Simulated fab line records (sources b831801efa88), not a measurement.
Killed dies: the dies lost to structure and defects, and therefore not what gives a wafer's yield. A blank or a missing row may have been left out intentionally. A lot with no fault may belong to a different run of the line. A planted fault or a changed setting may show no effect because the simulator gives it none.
Which tool is to blame?	flow sky130	route of 708 steps, sampled at 1 step: 11 lots, 33 wafers

== WHAT THE GAUGES SHOWED, per wafer ==
SKY_FIELD_ISO_CD_MEAS_13: target cd 150 nm.
lot	measured	on	cd nm (nm)
L809	day 2 03:47	cd sem-02	148.0 148.4 149.6
L815	day 3 11:52	cd sem-02	148.0 148.8 147.3
L817	day 4 00:07	cd sem-02	149.0 149.9 150.8
L823	day 5 09:36	cd sem-02	149.1 150.0 150.8
L824	day 5 13:59	cd sem-02	150.8 151.6 151.8
L826	day 5 21:46	cd sem-01	146.6 149.1 149.4
L827	day 6 02:39	cd sem-02	153.4 151.2 151.1
L828	day 6 06:28	cd sem-01	151.2 153.0 150.8
L830	day 6 17:20	cd sem-02	151.7 152.4 151.3
L831	day 7 00:15	cd sem-02	147.9 147.7 146.2
L832	day 7 04:47	cd sem-01	151.8 151.7 149.8

== TOOL THAT RAN EACH LOT (tool first, then ch and the chambers of the sampled wafers, then the start) ==
The record holds no process step before these readings.

== THE ANSWER, worked out from the rows above alone ==
Rule: the usual values come from the lots themselves. Put in order of their means at a reading, lots are off if they are a third of the lots or fewer, leave a main group of 4 or more, and stand apart from it by a gap of 3 or more times the standard deviation of the main group's means; of several such gaps the widest counts. Not used: any main group whose means are identical at the precision the tables above print for the reading. Also off: a lot with no number at a reading for which 4 or more lots have one. Where the step has rows for the other lots, those lots are counted as sound.
No lot is off at any reading shown: from this, nothing can be told.

== WHAT THE SIMULATOR PUT IN ==
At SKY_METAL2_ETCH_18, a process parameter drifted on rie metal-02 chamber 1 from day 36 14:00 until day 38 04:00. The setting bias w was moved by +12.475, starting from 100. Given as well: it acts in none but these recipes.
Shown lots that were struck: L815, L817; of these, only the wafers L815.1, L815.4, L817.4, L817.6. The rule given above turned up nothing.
